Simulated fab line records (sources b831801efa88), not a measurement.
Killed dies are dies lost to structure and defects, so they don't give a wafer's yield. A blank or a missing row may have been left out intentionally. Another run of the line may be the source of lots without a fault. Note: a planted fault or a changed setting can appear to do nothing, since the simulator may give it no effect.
fab line records	flow gf180mcu
[record] lots = 14	wafers = 42	last_day = 34
route steps=602 shown V4@493 M5@533
lots with no fault: from the same line, run without faults
start_h: the number of hours between the record's first day and the start of the first shown wafer of the lot	wait_h: hours from the lot's prior step to this one	" as in the row above	L1.1+2: a row that stands for several wafers	- either no value or no given start	* or withheld: withheld	< > ~ a bound
route shown NAME@n: a module of which the file shows steps, and the number in the route of the first	usual: mean/standard deviation taken from wafers without a fault	same: alike in all rows	chamber/n: place in a boat	sites: the reading at each site	_std_site: the values' standard deviation	_edge_site: mean of outer sites minus mean of inner sites	radius_mm: how far each site lies from the wafer's centre	mask NAME#n: copy n	behind: the most recent tool/chamber to have shaped the wafer	hold: what put the lot on hold/how long, in hours/how the hold closed	device: the transistor (n, p or np) that didn't switch	end of line: tests run on the same wafers once the route is complete	where a step has no rows: the recipe by itself	killed: count of dies lost to structure and defects at first sort (not the wafer's yield)	map: the dies of a wafer, with x for killed, . for not killed, _ for no die there
set.NAME: the setting that was run; set.NAME@STEP: the one run at that earlier step	model.NAME: the simulator's own value behind a step, which no gauge read
a sample of lots followed through the steps of the route, with each step as a table and each wafer as a row
services: a tool's chamber out of use, with start hour (start_h, from the record's first day; less than 0 if before it), hours out, and reason
[[steps]]
[step GF_V4_ETCH_17]
[recipe] chemistry = C4F8/O2/Ar	mask_material = KrF	target = SiO2	stop_on = TiN	source_w = 1500	bias_w = 1200	pressure_mtorr = 40	c4f8_flow_sccm = withheld	O2_flow_sccm = 6	Ar_flow_sccm = 300	time_s = withheld	target_depth_a = 6300
[usual] oes_product_au = 0.855/0.0043	rf_fwd_power_W = 1493/5.3
lot.wafer	tool	chamber	start_h	wait_h	oes_product_au	rf_fwd_power_W
L152.2	rie_diel-03	0	-	-	0.855	1489
L152.3	"	3	"	"	0.856	1491
L152.5	"	2	"	"	0.856	1488
L155.2	rie_diel-01	1	-	-	0.855	1486
L155.4	"	3	"	"	0.850	1484
L155.5	"	0	"	"	0.849	1498
L156.1	rie_diel-03	1	-	-	0.846	1501
L156.2	"	3	"	"	0.857	1488
L156.4	"	0	"	"	0.851	1497
L158.1	rie_diel-04	2	-	-	0.859	1496
L158.2	"	3	"	"	0.853	1499
L158.6	"	0	"	"	0.859	1486
L159.1	rie_diel-01	1	-	-	0.861	1491
L159.2	"	3	"	"	0.857	1493
L159.4	"	0	"	"	0.854	1495
L160.1	rie_diel-01	1	-	-	0.863	1493
L160.2	"	2	"	"	0.853	1491
L160.4	"	3	"	"	0.859	1485
L167.1	rie_diel-01	1	-	-	0.856	1494
L167.3	"	0	"	"	0.856	1499
L167.4	"	3	"	"	0.859	1486
L169.2	rie_diel-04	0	-	-	0.854	1488
L169.4	"	1	"	"	0.861	1486
L169.6	"	3	"	"	0.852	1494
L170.1	rie_diel-01	3	-	-	0.860	1489
L170.3	"	2	"	"	0.853	1499
L170.4	"	1	"	"	0.859	1492
L171.1	rie_diel-01	0	-	-	0.857	1491
L171.4	"	2	"	"	0.861	1490
L171.5	"	0	"	"	0.859	1488
L172.1	rie_diel-04	0	-	-	0.845	1493
L172.4	"	1	"	"	0.857	1489
L172.6	"	1	"	"	0.855	1490
L173.1	rie_diel-04	2	-	-	0.856	1497
L173.3	"	1	"	"	0.861	1492
L173.6	"	0	"	"	0.851	1486
L174.2	rie_diel-04	3	-	-	0.849	1502
L174.3	"	2	"	"	0.852	1493
L174.4	"	1	"	"	0.850	1496
L175.1	rie_diel-03	1	-	-	0.855	1488
L175.4	"	3	"	"	0.853	1494
L175.6	"	2	"	"	0.856	1491
[step GF_V4_SPUTTER_22]
[recipe] material = TiN	target_thk_nm = 10	chamber_pressure_pa = 5	power_w = 4000	time_s = 40
[usual] throttle_valve_pct = 30.6/1
lot.wafer	tool	chamber	start_h	wait_h	throttle_valve_pct
L152.2	pvd_sputter-02	-	548.00	0.0	31.3
L152.3	"	-	"	"	31.9
L152.5	"	-	"	"	30.1
L155.2	pvd_sputter-02	-	584.38	0.0	31.5
L155.4	"	-	"	"	31.9
L155.5	"	-	"	"	31.8
L156.1	pvd_sputter-04	-	605.71	0.0	30.1
L156.2	"	-	"	"	31.5
L156.4	"	-	"	"	31.0
L158.1	pvd_sputter-04	-	617.89	0.0	30.8
L158.2	"	-	"	"	29.9
L158.6	"	-	"	"	31.4
L159.1	pvd_sputter-02	-	618.95	0.0	31.8
L159.2	"	-	"	"	30.1
L159.4	"	-	"	"	31.2
L160.1	pvd_sputter-03	-	638.93	0.0	32.4
L160.2	"	-	"	"	28.8
L160.4	"	-	"	"	30.2
L167.1	pvd_sputter-04	-	685.48	0.0	31.5
L167.3	"	-	"	"	30.2
L167.4	"	-	"	"	30.9
L169.2	pvd_sputter-03	-	694.23	0.0	30.0
L169.4	"	-	"	"	28.6
L169.6	"	-	"	"	30.3
L170.1	pvd_sputter-03	-	700.26	0.0	32.3
L170.3	"	-	"	"	30.0
L170.4	"	-	"	"	30.2
L171.1	pvd_sputter-03	-	703.71	0.0	28.8
L171.4	"	-	"	"	29.9
L171.5	"	-	"	"	28.8
L172.1	pvd_sputter-04	-	707.78	0.0	30.1
L172.4	"	-	"	"	30.2
L172.6	"	-	"	"	30.1
L173.1	pvd_sputter-03	-	710.63	0.0	32.3
L173.3	"	-	"	"	30.0
L173.6	"	-	"	"	32.2
L174.2	pvd_sputter-03	-	717.23	0.0	32.2
L174.3	"	-	"	"	28.9
L174.4	"	-	"	"	29.9
L175.1	pvd_sputter-02	-	724.73	0.0	30.4
L175.4	"	-	"	"	31.3
L175.6	"	-	"	"	31.5
[step GF_M5_CD_MEAS_07]
[recipe] target_cd_nm = 280
[usual] cd_nm = 279.8/1.2
lot.wafer	tool	chamber	start_h	wait_h	cd_nm
L152.2	cd_sem-01	-	593.17	0.1	280.3
L152.3	"	-	"	"	279.2
L152.5	"	-	"	"	278.9
L155.2	cd_sem-01	-	627.72	0.1	278.7
L155.4	"	-	"	"	279.1
L155.5	"	-	"	"	278.0
L156.1	cd_sem-01	-	647.18	0.1	279.6
L156.2	"	-	"	"	280.0
L156.4	"	-	"	"	280.5
L158.1	cd_sem-01	-	658.48	0.1	277.8
L158.2	"	-	"	"	278.5
L158.6	"	-	"	"	277.5
L159.1	cd_sem-02	-	660.35	0.1	279.5
L159.2	"	-	"	"	279.8
L159.4	"	-	"	"	278.3
L160.1	cd_sem-01	-	678.65	0.1	278.2
L160.2	"	-	"	"	278.9
L160.4	"	-	"	"	277.4
L167.1	cd_sem-02	-	724.05	0.1	279.0
L167.3	"	-	"	"	279.7
L167.4	"	-	"	"	279.1
L169.2	cd_sem-01	-	730.65	0.1	279.3
L169.4	"	-	"	"	279.5
L169.6	"	-	"	"	279.5
L170.1	cd_sem-01	-	737.63	0.1	279.9
L170.3	"	-	"	"	278.5
L170.4	"	-	"	"	278.4
L171.1	cd_sem-01	-	740.13	0.1	279.4
L171.4	"	-	"	"	280.9
L171.5	"	-	"	"	279.6
L172.1	cd_sem-02	-	744.03	0.1	279.3
L172.4	"	-	"	"	279.9
L172.6	"	-	"	"	279.3
L173.1	cd_sem-02	-	746.60	0.1	280.9
L173.3	"	-	"	"	281.2
L173.6	"	-	"	"	280.7
L174.2	cd_sem-02	-	752.97	0.1	281.1
L174.3	"	-	"	"	281.8
L174.4	"	-	"	"	281.2
L175.1	cd_sem-01	-	760.33	0.1	278.9
L175.4	"	-	"	"	278.7
L175.6	"	-	"	"	278.4
[step GF_M5_METAL_ETCH_10]
[recipe] chemistry = Cl2/BCl3	mask_material = KrF	target_depth_nm = 750.8	stop_on = SiO2	pressure_mtorr = 8	icp_w = 800	bias_w = 140	Cl2_flow_sccm = 80	bcl3_flow_sccm = 40	time_s = 125.1
[usual] drypump_motor_current_A = 5.81/0.22	oes_product_au = 0.990/0.0069	rf_fwd_power_W = 795/3.3	throttle_valve_pct = 28.230/0.0096
lot.wafer	tool	chamber	start_h	wait_h	drypump_motor_current_A	oes_product_au	rf_fwd_power_W	rf_hours_counter_h	throttle_valve_pct
L152.2	rie_metal-01	0	593.33	0.0	5.83	0.998	795	1	28.245
L152.3	"	0	"	"	5.81	0.992	792	-	28.232
L152.5	"	1	"	"	5.44	0.983	795	-	28.223
L155.2	rie_metal-04	0	627.88	0.0	5.66	0.987	799	14	28.241
L155.4	"	0	"	"	5.66	0.992	803	-	28.220
L155.5	"	1	"	"	5.89	0.996	788	-	28.230
L156.1	rie_metal-04	0	647.36	0.0	5.64	0.992	796	15	28.229
L156.2	"	1	"	"	5.88	0.981	790	3	28.233
L156.4	"	1	"	"	5.87	0.992	787	-	28.234
L158.1	rie_metal-04	1	658.66	0.0	5.87	0.991	793	4	28.232
L158.2	"	0	"	"	5.64	0.804	798	16	28.438
L158.6	"	1	"	"	5.87	0.990	792	-	28.228
L159.1	rie_metal-01	1	660.53	0.0	5.45	0.987	801	7	28.231
L159.2	"	0	"	"	5.83	0.985	799	4	28.251
L159.4	"	1	"	"	5.46	0.991	800	-	28.234
L160.1	rie_metal-04	1	678.83	0.0	5.89	0.988	792	5	28.246
L160.2	"	0	"	"	5.59	0.805	791	16	28.435
L160.4	"	1	"	"	5.86	0.973	790	-	28.246
L167.1	rie_metal-02	0	724.23	0.0	6.13	0.998	796	11	28.222
L167.3	"	0	"	"	6.13	1.004	797	-	28.208
L167.4	"	1	"	"	6.00	0.990	796	-	28.225
L169.2	rie_metal-02	0	730.81	0.0	6.17	0.994	799	11	28.217
L169.4	"	0	"	"	6.16	1.001	801	-	28.213
L169.6	"	0	"	"	6.21	0.995	800	-	28.234
L170.1	rie_metal-02	1	737.81	0.0	5.97	0.986	791	9	28.228
L170.3	"	0	"	"	6.17	1.003	795	-	28.224
L170.4	"	1	"	"	5.99	0.995	796	-	28.220
L171.1	rie_metal-01	0	740.31	0.0	5.82	0.981	796	7	28.238
L171.4	"	0	"	"	5.83	0.988	799	-	28.231
L171.5	"	0	"	"	5.85	0.989	796	-	28.230
L172.1	rie_metal-01	0	744.21	0.0	5.83	0.990	796	7	28.229
L172.4	"	1	"	"	5.46	0.989	798	-	28.232
L172.6	"	0	"	"	5.84	0.989	793	-	28.221
L173.1	rie_metal-04	0	746.78	0.0	5.63	0.998	798	2	28.212
L173.3	"	0	"	"	5.62	0.994	798	-	28.235
L173.6	"	1	"	"	5.85	0.981	796	-	28.242
L174.2	rie_metal-01	1	753.13	0.0	5.43	0.981	794	11	28.229
L174.3	"	0	"	"	5.84	0.989	795	-	28.219
L174.4	"	1	"	"	5.46	0.998	796	-	28.221
L175.1	rie_metal-04	1	760.51	0.0	5.89	0.985	792	9	28.237
L175.4	"	0	"	"	5.63	0.991	794	-	28.218
L175.6	"	0	"	"	5.62	0.999	801	-	28.222
[step GF_M5_STRIP_11]
[recipe] chemistry = O2/N2	power_w = 1400	pressure_mtorr = 1500	platen_temp_c = 250	o2_flow_sccm = 3000	n2_flow_sccm = 300	overash_fraction = 0.5
[usual] drypump_motor_current_A = 5.55/0.26	heater_power_w = 335/17	oes_product_au = 0.522/0.005	strip_time_to_endpoint_s = 7.02/0.052
lot.wafer	tool	chamber	start_h	wait_h	drypump_motor_current_A	heater_power_w	oes_product_au	rf_hours_counter_h	strip_time_to_endpoint_s
L152.2	plasma_asher-02	1	593.46	0.1	5.55	325	0.522	46	7.02
L152.3	"	0	"	"	5.98	326	0.524	-	7.01
L152.5	"	1	"	"	5.55	335	0.513	-	7.01
L155.2	plasma_asher-01	0	628.01	0.1	5.26	340	0.523	22	6.99
L155.4	"	1	"	"	5.33	323	0.515	-	6.95
L155.5	"	1	"	"	5.32	320	0.516	-	7.03
L156.1	plasma_asher-01	1	647.49	0.1	5.31	324	0.531	24	7.06
L156.2	"	0	"	"	5.24	349	0.528	24	7.10
L156.4	"	0	"	"	5.26	339	0.527	-	7.10
L158.1	plasma_asher-01	0	658.79	0.1	5.24	339	0.521	25	7.06
L158.2	"	1	"	"	5.33	322	0.552	25	7.92
L158.6	"	1	"	"	5.33	315	0.519	-	7.07
L159.1	plasma_asher-01	1	660.66	0.1	5.33	317	0.527	26	7.03
L159.2	"	0	"	"	5.26	332	0.527	26	7.02
L159.4	"	1	"	"	5.35	317	0.520	-	7.03
L160.1	plasma_asher-03	1	678.96	0.1	5.58	376	0.525	105	7.06
L160.2	"	0	"	"	5.76	366	0.558	105	7.88
L160.4	"	0	"	"	5.74	363	0.524	-	7.03
L167.1	plasma_asher-03	1	724.36	0.1	5.56	384	0.526	109	6.94
L167.3	"	0	"	"	5.71	356	0.519	-	6.97
L167.4	"	1	"	"	5.57	376	0.522	-	7.02
L169.2	plasma_asher-02	1	730.94	0.1	5.56	344	0.518	61	6.95
L169.4	"	0	"	"	5.96	324	0.520	-	6.97
L169.6	"	1	"	"	5.60	338	0.520	-	6.97
L170.1	plasma_asher-02	0	737.94	0.1	5.95	324	0.519	62	7.06
L170.3	"	1	"	"	5.57	341	0.521	-	6.98
L170.4	"	0	"	"	6.00	323	0.516	-	7.05
L171.1	plasma_asher-02	1	740.44	0.1	5.57	334	0.532	62	7.03
L171.4	"	1	"	"	5.57	335	0.524	-	7.01
L171.5	"	1	"	"	5.59	335	0.526	-	7.00
L172.1	plasma_asher-01	0	744.34	0.1	5.28	325	0.516	35	7.04
L172.4	"	0	"	"	5.27	329	0.521	-	7.08
L172.6	"	0	"	"	5.28	332	0.521	-	7.08
L173.1	plasma_asher-01	0	746.91	0.1	5.25	325	0.515	35	6.93
L173.3	"	1	"	"	5.35	322	0.525	-	6.95
L173.6	"	1	"	"	5.37	315	0.522	-	7.09
L174.2	plasma_asher-02	0	753.26	0.1	5.96	323	0.521	63	7.07
L174.3	"	0	"	"	5.96	333	0.519	-	7.03
L174.4	"	1	"	"	5.57	338	0.529	-	7.04
L175.1	plasma_asher-03	0	760.64	0.1	5.76	368	0.520	2	7.08
L175.4	"	0	"	"	5.77	374	0.515	-	6.92
L175.6	"	0	"	"	5.75	370	0.529	-	6.95
[[services]]
tool	chamber	start_h	hours	kind
rie_diel-03	3	527.46	5.4	repair
rie_diel-04	3	537.96	44.6	repair
rie_metal-04	1	559.46	14.4	repair
pvd_sputter-03	3	566.82	-	consumable_replace:kit
pvd_sputter-03	3	566.82	18.0	scheduled_down
pvd_sputter-03	3	566.82	18.0	vent_cycle
plasma_asher-02	-	573.44	0.7	repair
pvd_sputter-03	-	575.51	1.8	repair
pvd_sputter-04	-	581.36	0.7	repair
rie_diel-04	1	609.89	12.5	repair
rie_diel-01	3	625.19	1.7	repair
plasma_asher-03	-	626.19	3.2	repair
pvd_sputter-04	-	644.20	0.9	repair
rie_metal-01	-	673.81	2.5	repair
rie_metal-04	0	681.07	-	clean
rie_metal-04	0	681.07	21.2	scheduled_down
rie_metal-04	0	681.07	21.2	vent_cycle
rie_diel-04	0	695.60	5.2	repair
rie_diel-01	3	702.63	2.6	repair
rie_diel-03	0	731.34	2.1	repair
plasma_asher-03	-	733.75	9.0	pm
pvd_sputter-03	2	736.13	-	consumable_replace:kit
pvd_sputter-03	2	736.13	18.0	scheduled_down
pvd_sputter-03	2	736.13	18.0	vent_cycle
[[key]]
[first_sign] step = GF_M5_METAL_ETCH_10	reading = oes_product_au	direction = down	sigmas = 27	usual = 0.990	struck = 0.804
[effect] step = GF_M5_METAL_ETCH_10	reading = throttle_valve_pct	direction = up	sigmas = 22	usual = 28.230	struck = 28.437
[effect] step = GF_M5_STRIP_11	reading = strip_time_to_endpoint_s	direction = up	sigmas = 17	usual = *	struck = *
met_at GF_M5_METAL_ETCH_10
struck_lots L158,L160
struck_wafers L158.2,L160.2
later_rows_left_out L158.2,L160.2
sort_left_out L158.2,L160.2
not_acting_at GF_V4_ETCH_17,GF_V4_SPUTTER_22,GF_M5_CD_MEAS_07
onset_between 647.36 658.66
[fault] kind = process_parameter_drift	tool = rie_metal-04	chamber = 0	onset_h = 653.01	steps = GF_M5_METAL_ETCH_10	channel = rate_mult	offset = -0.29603	shape = step	end_h = 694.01
// sort_left_out: the simulated sort isn't trusted on such a fault, so these wafers' sort isn't shown, and their yield isn't known
// later_rows_left_out: the simulator's readings of these wafers behind a module that went badly wrong aren't trusted and aren't shown, but for the sort
